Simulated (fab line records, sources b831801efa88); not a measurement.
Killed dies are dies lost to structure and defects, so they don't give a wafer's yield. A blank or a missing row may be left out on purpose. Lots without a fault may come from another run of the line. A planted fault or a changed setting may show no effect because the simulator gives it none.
Tool commonality check | flow gf180mcu | 12 lots, 36 wafers sampled

WHY IT WAS OPENED
At GF_HV_LDD_TW_MEAS_11 the reading HV_LDD_TW is flagged on 3 of 12 lots. Wafers without a fault read 2415, standard deviation 22.
Rule: a lot is flagged when every wafer of it that has a number lies more than 4 standard deviations from that mean, or none has a number. The other lots count as sound.

lot  | measured     | on            | HV_LDD_TW, wafer by wafer | flag
L236 | day 10 05:44 | film_metro-02 | 2377 2395 2392            |
L241 | day 11 14:23 | film_metro-04 | 2431 2456 2456            |
L243 | day 12 05:39 | film_metro-02 | 2389 2383 2388            |
L244 | day 12 10:19 | film_metro-04 | 2416 2419 2417            |
L251 | day 14 23:17 | film_metro-02 | 2406 2394 2410            |
L253 | day 15 09:27 | film_metro-04 | 2435 2419 2417            |
L254 | day 15 17:05 | film_metro-03 | 2551 2568 2556            | FLAGGED
L255 | day 15 23:51 | film_metro-03 | 2561 2557 2566            | FLAGGED
L256 | day 16 11:43 | film_metro-04 | 2591 2603 2600            | FLAGGED
L257 | day 16 11:45 | film_metro-03 | 2392 2407 2421            |
L258 | day 16 22:10 | film_metro-02 | 2385 2389 2371            |
L259 | day 17 02:51 | film_metro-02 | 2377 2379 2388            |
The numbers of the flagged lots are 2573 on average: +158 against the usual, or +7 standard deviations.

WHICH TOOL RAN EACH LOT
The record holds 3 process steps before the reading, out of a route of 602 steps. In each cell: the tool, then ch and the chambers that the sampled wafers went through, then the start.
lot  | flag    | GF_STI_ETCH_13                    | GF_STI_CMP_25                | GF_HV_LDD_IMPLANT_09
L236 |         | rie_diel-04 ch 0,1,3, day 2 04:38 | cmp-02 ch 1,2, day 2 06:35   | implanter-01 ch 0, day 10 05:29
L241 |         | rie_diel-04 ch 2,3, day 3 02:52   | cmp-02 ch 0,3, day 3 04:52   | implanter-01 ch 0, day 11 14:11
L243 |         | rie_diel-03 ch 0,2, day 3 14:29   | cmp-01 ch 1,2, day 3 16:32   | implanter-03 ch 0, day 12 05:25
L244 |         | rie_diel-03 ch 1,2,3, day 3 18:56 | cmp-02 ch 2,3, day 3 20:57   | implanter-01 ch 0, day 12 10:04
L251 |         | rie_diel-02 ch 0,2, day 5 08:02   | cmp-01 ch 0,2, day 5 11:19   | implanter-04 ch 0, day 14 23:03
L253 |         | rie_diel-02 ch 1,2,3, day 5 17:47 | cmp-02 ch 1,2, day 5 19:52   | implanter-04 ch 0, day 15 09:13
L254 | FLAGGED | rie_diel-03 ch 0,2,3, day 5 22:17 | cmp-02 ch 0,1, day 6 01:40   | implanter-01 ch 0, day 15 16:50
L255 | FLAGGED | rie_diel-03 ch 1,2, day 6 05:04   | cmp-02 ch 1,2, day 6 08:06   | implanter-01 ch 0, day 15 23:39
L256 | FLAGGED | rie_diel-02 ch 0,1,2, day 6 10:17 | cmp-02 ch 1,2,3, day 6 12:50 | implanter-01 ch 0, day 16 11:28
L257 |         | rie_diel-04 ch 0,1,2, day 6 15:20 | cmp-02 ch 0,2,3, day 6 17:19 | implanter-04 ch 0, day 16 11:31
L258 |         | rie_diel-04 ch 0,2,3, day 6 20:28 | cmp-02 ch 0,1,2, day 7 00:13 | implanter-04 ch 0, day 16 21:56
L259 |         | rie_diel-02 ch 1,3, day 7 00:40   | cmp-01 ch 1,2, day 7 02:36   | implanter-04 ch 0, day 17 02:37
What these steps do:
- GF_STI_ETCH_13: etches the open film in CHF3/O2, stops on Si, target depth 282.31 nm, time 112.9 s.
- GF_STI_CMP_25: polishes, stops on Si3N4, t overpolish 33 s, target thk 524.6 nm.
- GF_HV_LDD_IMPLANT_09
- GF_HV_LDD_TW_MEAS_11

FLAGGED OVER TOTAL, TOOL BY TOOL (the gauges that took the reading come last)
step                 | tool          | lots run | flagged | share of the flagged lots | sound lots run after its first flagged lot
GF_STI_ETCH_13       | rie_diel-02   | 4        | 1       | some                      | 1 (L259)
GF_STI_ETCH_13       | rie_diel-03   | 4        | 2       | some                      | 0
GF_STI_ETCH_13       | rie_diel-04   | 4        | 0       | none                      | -
GF_STI_CMP_25        | cmp-01        | 3        | 0       | none                      | -
GF_STI_CMP_25        | cmp-02        | 9        | 3       | all                       | 2 (L257,L258)
GF_HV_LDD_IMPLANT_09 | implanter-01  | 6        | 3       | all                       | 0
GF_HV_LDD_IMPLANT_09 | implanter-03  | 1        | 0       | none                      | -
GF_HV_LDD_IMPLANT_09 | implanter-04  | 5        | 0       | none                      | -
GF_HV_LDD_TW_MEAS_11 | film_metro-02 | 5        | 0       | none                      | -
GF_HV_LDD_TW_MEAS_11 | film_metro-03 | 3        | 2       | some                      | 1 (L257)
GF_HV_LDD_TW_MEAS_11 | film_metro-04 | 4        | 1       | some                      | 0

WHAT THE TABLE ALLOWS
2 rows of the table ran every flagged lot: cmp-02 at GF_STI_CMP_25, implanter-01 at GF_HV_LDD_IMPLANT_09.
- cmp-02 at GF_STI_CMP_25: 3 of its 9 lots flagged. Sound lots ran on it after the first flagged one (L257, L258), which a lasting fault on the whole tool wouldn't allow.
- implanter-01 at GF_HV_LDD_IMPLANT_09: 3 of its 6 lots flagged. Its last sound lot is L244 (day 12 10:04), its first flagged lot L254 (day 15 16:50): a fault that began between those two fits. Its own readings lie more than 4 standard deviations out on every wafer of the flagged lots: beam_energy_keV.
One tool is left: implanter-01 at GF_HV_LDD_IMPLANT_09.

WHAT THE SIMULATOR HAD PUT IN
Process parameter drift: implanter-01, from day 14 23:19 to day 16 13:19, at GF_HV_LDD_IMPLANT_09. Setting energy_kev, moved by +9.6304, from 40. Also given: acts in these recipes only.
Lots struck among those shown: L254, L255, L256. The rule above found the same.
